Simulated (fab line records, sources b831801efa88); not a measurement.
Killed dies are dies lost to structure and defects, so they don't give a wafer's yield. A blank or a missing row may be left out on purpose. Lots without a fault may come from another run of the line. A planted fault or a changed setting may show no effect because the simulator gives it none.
Tool commonality check | flow gf180mcu | 14 lots, 42 wafers sampled

WHY IT WAS OPENED
At GF_V1_THK_MEAS_03 the reading V1_CVD_02_THK is flagged on 2 of 14 lots. Wafers without a fault read 852 nm, standard deviation 12.
Rule: a lot is flagged when every wafer of it that has a number lies more than 4 standard deviations from that mean, or none has a number. The other lots count as sound.

lot  | measured     | on            | V1_CVD_02_THK (nm), wafer by wafer | flag
L492 | day 17 21:37 | film_metro-01 | 851 845 847                        |
L495 | day 19 02:35 | film_metro-02 | 835 848 852                        |
L496 | day 19 21:44 | film_metro-04 | 833 833 856                        |
L497 | day 19 22:56 | film_metro-02 | 833 831 853                        |
L498 | day 20 10:05 | film_metro-01 | 1268 1291 1286                     | FLAGGED
L499 | day 20 13:25 | film_metro-04 | 1277 1266 1276                     | FLAGGED
L505 | day 22 23:26 | film_metro-01 | 852 869 871                        |
L506 | day 23 06:43 | film_metro-04 | 850 868 857                        |
L507 | day 23 09:23 | film_metro-01 | 862 871 861                        |
L508 | day 23 18:07 | film_metro-02 | 853 857 861                        |
L509 | day 23 23:38 | film_metro-01 | 854 876 868                        |
L510 | day 24 15:03 | film_metro-04 | 842 867 847                        |
L511 | day 24 17:11 | film_metro-04 | 823 832 849                        |
L512 | day 25 00:46 | film_metro-04 | 839 869 878                        |
The numbers of the flagged lots are 1277 nm on average: +425 nm against the usual, or +35 standard deviations.

WHICH TOOL RAN EACH LOT
The record holds 1 process step before the reading, out of a route of 602 steps. In each cell: the tool, then ch and the chambers that the sampled wafers went through, then the start.
lot  | flag    | GF_V1_CVD_02
L492 |         | pecvd-04 ch 0,1,2, day 17 21:32
L495 |         | pecvd-03 ch 0,1, day 19 02:31
L496 |         | pecvd-04 ch 0,1,2, day 19 21:40
L497 |         | pecvd-03 ch 0,2, day 19 22:52
L498 | FLAGGED | pecvd-03 ch 0,1,2, day 20 09:59
L499 | FLAGGED | pecvd-03 ch 0,1,2, day 20 13:21
L505 |         | pecvd-01 ch 0,1,2, day 22 23:22
L506 |         | pecvd-04 ch 0,1,2, day 23 06:38
L507 |         | pecvd-01 ch 0,2, day 23 09:19
L508 |         | pecvd-01 ch 0,2, day 23 18:02
L509 |         | pecvd-01 ch 1,2, day 23 23:34
L510 |         | pecvd-03 ch 0,1,2, day 24 14:58
L511 |         | pecvd-04 ch 0,1, day 24 17:07
L512 |         | pecvd-01 ch 1,2, day 25 00:41
What these steps do:
- GF_V1_CVD_02: deposits SiO2 from TEOS, target thk 850 nm, time 94.851 s.
- GF_V1_THK_MEAS_03

FLAGGED OVER TOTAL, TOOL BY TOOL (the gauges that took the reading come last)
step              | tool          | lots run | flagged | share of the flagged lots | sound lots run after its first flagged lot
GF_V1_CVD_02      | pecvd-01      | 5        | 0       | none                      | -
GF_V1_CVD_02      | pecvd-03      | 5        | 2       | all                       | 1 (L510)
GF_V1_CVD_02      | pecvd-04      | 4        | 0       | none                      | -
GF_V1_THK_MEAS_03 | film_metro-01 | 5        | 1       | some                      | 3 (L505,L507,L509)
GF_V1_THK_MEAS_03 | film_metro-02 | 3        | 0       | none                      | -
GF_V1_THK_MEAS_03 | film_metro-04 | 6        | 1       | some                      | 4 (L506,L510,L511,L512)

WHAT THE TABLE ALLOWS
1 row of the table ran every flagged lot: pecvd-03 at GF_V1_CVD_02.
- pecvd-03 at GF_V1_CVD_02: 2 of its 5 lots flagged. Sound lots ran on it after the first flagged one (L510), which a lasting fault on the whole tool wouldn't allow.
No row of the table ran every flagged lot and no sound lot after the first.

WHAT THE SIMULATOR HAD PUT IN
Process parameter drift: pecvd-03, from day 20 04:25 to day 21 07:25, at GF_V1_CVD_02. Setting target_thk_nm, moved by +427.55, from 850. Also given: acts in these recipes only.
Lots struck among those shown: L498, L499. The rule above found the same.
